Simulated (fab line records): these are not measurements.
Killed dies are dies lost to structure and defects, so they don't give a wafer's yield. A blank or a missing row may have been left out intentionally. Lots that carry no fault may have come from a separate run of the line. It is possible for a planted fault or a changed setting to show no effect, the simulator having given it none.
A single fault, viewed from 2 desks | flow sky130 | each desk has only its own numbers; what lay behind them comes last

## FROM THE METROLOGY DESK
Means of the sampled wafers that have a number, per lot and without regard to the tool the lot ran on: this is what the gauges read. Marked OUT: a lot whose mean sits more than 4 standard deviations from the usual mean, which makes it out of limits; the brackets give that distance.
Columns: A = CONTACT_BOW at SKY_CONTACT_BOW_MEAS_05, usual 83 um; B = cdNm at SKY_CONTACT_CD_MEAS_14, usual 170.5 nm
lot  | first seen here | A  | B
L236 | day 30 19:11    | 84 | 170.4
L237 | day 31 06:43    | 86 | 171.5
L239 | day 31 19:57    | 76 | 171.0
L242 | day 33 09:11    | 94 | 168.8
L243 | day 33 12:29    | 82 | 170.2
L248 | day 34 23:09    | 77 | 169.4
L251 | day 35 23:16    | 80 | 172.6
L252 | day 36 06:15    | 87 | 172.1
L254 | day 37 01:15    | 81 | 169.6
L256 | day 38 01:04    | 82 | 168.6
L257 | day 38 03:07    | 87 | 170.5
L258 | day 38 12:50    | 86 | 169.2
This desk's verdict: no lot among the 12 shows anything out of limits.

## DESK OF THE TOOL OWNER: lithoTrack-04
Per lot that ran on this tool, the mean of the sampled wafers carrying a number, from the tool's own readings at SKY_METAL1_DEHYDRATE_07 (time 60 s). Marked OUT: a lot whose mean sits more than 4 standard deviations from the usual mean, which makes it out of limits; the brackets give that distance.
Columns: A = heaterPowerTotalW at SKY_METAL1_DEHYDRATE_07, usual 160.38 W; B = resistLineTempC at SKY_METAL1_DEHYDRATE_07, usual 22.99 C; C = runLengthS at SKY_METAL1_DEHYDRATE_07, usual 89.07 s
lot  | first seen here | A                 | B     | C
L237 | day 33 01:40    | 160.39            | 22.91 | 89.31
L248 | day 36 16:46    | 160.41            | 23.05 | 89.25
L251 | day 37 16:43    | 161.39 (+7.8) OUT | 22.93 | 88.08 (-5.5) OUT
Finding of this desk: L251 out of limits; the first was L251 at day 37 16:43, on heaterPowerTotalW at SKY_METAL1_DEHYDRATE_07. L237, L248 stayed within limits.

## TAKEN TOGETHER
The tool owner's desk had the chance to raise an alarm at day 37 16:43 on L251.
Nothing out of limits was seen by the metrology desk.
The metrology desk has L251 on record, within its limits.
SKY_METAL1_DEHYDRATE_07 was run on lithoTrack-04 by each of the lots named.

## WHAT WAS PUT IN BY THE SIMULATOR
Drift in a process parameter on lithoTrack-04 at SKY_METAL1_DEHYDRATE_07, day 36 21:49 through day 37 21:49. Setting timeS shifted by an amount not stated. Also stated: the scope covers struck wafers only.
Shown lots that were struck: L251.
Each desk's first reading out of limits, in hours after the fault started: the tool owner's desk, 19.
